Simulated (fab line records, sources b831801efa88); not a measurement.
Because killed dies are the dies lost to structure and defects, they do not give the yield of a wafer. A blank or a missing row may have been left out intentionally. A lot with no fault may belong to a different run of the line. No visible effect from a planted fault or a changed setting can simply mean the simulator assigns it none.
Problem report, 8D (eight disciplines) form, completed by code :: flow sky130 :: the parts of the form that need people (team, actions taken, sign-off) are left out

== 1. WHAT WENT WRONG ==
Wafers without a fault read 150.0 W, standard deviation 0.44; biasW at SKY_PAD_OPEN_ETCH_07 reads a mean of 161.9 W on 9 wafers belonging to 3 lots. That is +27 standard deviations from the usual mean.
The step: etches the open film in CF4/O2, stops on AlCu, target depth 725 nm, time 161.1 s.
First observed at day 50 02:58: wafer L899.2, on rieDiel-02. The record has a number at this step for 33 wafers belonging to 11 lots. By rule, "out" or "out of limits" means more than 4 standard deviations away from the usual mean. All remaining wafers that have a number are taken as sound.

== 2. WHAT IT IS; WHAT IT IS NOT ==
question: which readings at this step
is: biasW
is not: chamberPressureMTorr, drypumpMotorCurrentA, rfFwdPowerW, throttleValvePct

question: which lots
is: L899, L900, L901
is not: L882, L885, L887, L891, L893, L898, L902, L903

question: which wafers of those lots
is: all that have a number
is not: -

question: read on which tools
is: rieDiel-02
is not: rieDiel-01, rieDiel-04

question: when
is: from day 50 02:58
is not: up to then (18 sound wafers); but 6 sound wafers of L902, L903 came after

== 3. WHAT RULES OUT EACH SUSPECT ==
Counting: a tool stays on the suspect list if, at a process step up to the reading, it processed all lots that are out and no sound lot following the first of them.
- cmp-01 at SKY_VIA4_CMP_21 (polishes, stops on SiO2, t overpolish 25 s, target thk 0 nm): ruled out as a lasting fault. After its first lot that is out, L899 (day 47 20:55), sound lots L902, L903 ran on it.
- rieDiel-02 at SKY_PAD_OPEN_ETCH_07 (etches the open film in CF4/O2, stops on AlCu, target depth 725 nm, time 161.1 s): kept. All lots that are out passed through it, beginning with L899 at day 50 02:58, and no sound lot followed; its final sound lot before that point was L893 at day 48 16:56. On those wafers its own readings are out: biasW.
After counting, what remains is rieDiel-02 at SKY_PAD_OPEN_ETCH_07.

== 4. THE CAUSE (what the simulator had put in) ==
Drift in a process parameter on rieDiel-02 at SKY_PAD_OPEN_ETCH_07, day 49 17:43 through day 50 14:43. Setting biasW shifted by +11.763 from 150. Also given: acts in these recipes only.
Counting left only this tool.

== 5. THE CHAIN OF EFFECTS, in route order ==
Each row: a reading whose mean over the struck wafers that have a number lies more than 3 standard deviations from the usual. Scope: only readings with a usual standard deviation given in the record; hours: median across lots of the time from each lot's start at the first step in this table that gives one to its start at this step; sigmas: change in usual standard deviations.
hours: 0
step: SKY_PAD_OPEN_ETCH_07
reading: biasW
usual: 150.0 W
on struck wafers: 161.9
change: +11.9
sigmas: +27
Process steps it contains:
- SKY_PAD_OPEN_ETCH_07: etches the open film in CF4/O2, stops on AlCu, target depth 725 nm, time 161.1 s.

== 6. WHAT WOULD HAVE CAUGHT IT SOONER ==
In this record no reading fell out of limits until day 50 02:58, 9 hours after the fault had begun at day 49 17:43.
